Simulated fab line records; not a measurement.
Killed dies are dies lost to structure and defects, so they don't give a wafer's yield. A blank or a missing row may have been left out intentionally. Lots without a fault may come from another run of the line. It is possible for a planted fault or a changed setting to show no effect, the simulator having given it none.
Code-filled problem report in 8D (eight disciplines) form | flow gf180mcu | the parts of the form that need people (team, actions taken, sign-off) are left out

## 1. WHAT WENT WRONG
Wafers without a fault read 4000.1 W, standard deviation 0.75; cathode_dc_power_W at GF_V1_SPUTTER_22 reads a mean of 4243.0 W on 2 wafers belonging to 2 lots. That is +99 or more standard deviations from the usual mean.
The step: material TiN, target thk 10 nm, time 40 s.
First observed at day 21 02:11: wafer L529.3, on pvd_sputter-02. Wafers with a number at this step in the record: 39, from 13 lots. Rule for "out", or "out of limits": more than 4 standard deviations from the usual mean. All remaining wafers that have a number are taken as sound.

## 2. WHAT IT IS AND WHAT IT IS NOT
question                    | is                 | is not
which readings at this step | cathode_dc_power_W | throttle_valve_pct
which lots                  | L529, L531         | L524, L526, L527, L539, L540, L541, L542, L543, L544, L545, L546
which wafers of those lots  | L529.3, L531.4     | L529.4, L529.6, L531.1, L531.3
read on which tools         | pvd_sputter-02     | pvd_sputter-01, pvd_sputter-04
when                        | from day 21 02:11  | up to then (11 sound wafers); but 26 sound wafers of L531, L539, L540, L541, L542, L543, L544, L545, L546 came after

## 3. WHAT RULES OUT EACH SUSPECT
Counting: if a tool at a process step up to the reading ran every lot that is out, it stays a suspect. Sound lots after the first of them don't rule it out here, since some wafers of a struck lot are sound.
- pvd_sputter-02 at GF_V1_SPUTTER_22 (material TiN, target thk 10 nm, time 40 s): kept. Ran every lot that is out, first one L529 (day 21 02:11); last sound lot up to then L527 (day 20 02:27). Out on those wafers are its own readings of cathode_dc_power_W.
Left after counting: pvd_sputter-02 at GF_V1_SPUTTER_22.

## 4. THE CAUSE (what the simulator had put in)
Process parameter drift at GF_V1_SPUTTER_22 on pvd_sputter-02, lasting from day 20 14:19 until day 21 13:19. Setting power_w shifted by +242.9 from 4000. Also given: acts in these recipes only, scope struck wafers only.
This tool alone remained once counting was done.

## 5. THE EFFECT CHAIN, in route order
Rows list readings where the struck wafers' mean (over those with a number) sits beyond 3 standard deviations from the usual. Only readings whose record carries a usual standard deviation are examined. hours: median over the lots of the time between each lot's start at the first step of this table that gives one and its start at this step. sigmas: the change, counted in usual standard deviations.
hours | step             | reading            | usual    | on struck wafers | change | sigmas
0     | GF_V1_SPUTTER_22 | cathode_dc_power_W | 4000.1 W | 4243.0           | +242.9 | +99 or more
Process steps it contains:
- GF_V1_SPUTTER_22: material TiN, target thk 10 nm, time 40 s.
At these later measuring or inspecting steps, every struck wafer for which the step has a row has a number for every such reading, and none has moved that far: GF_V1_RS_MEAS_24, GF_M2_RS_MEAS_05.

## 6. WHAT WOULD HAVE CAUGHT IT SOONER
In this record the first reading out of limits was taken at day 21 02:11, 12 hours after the fault began at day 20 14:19.
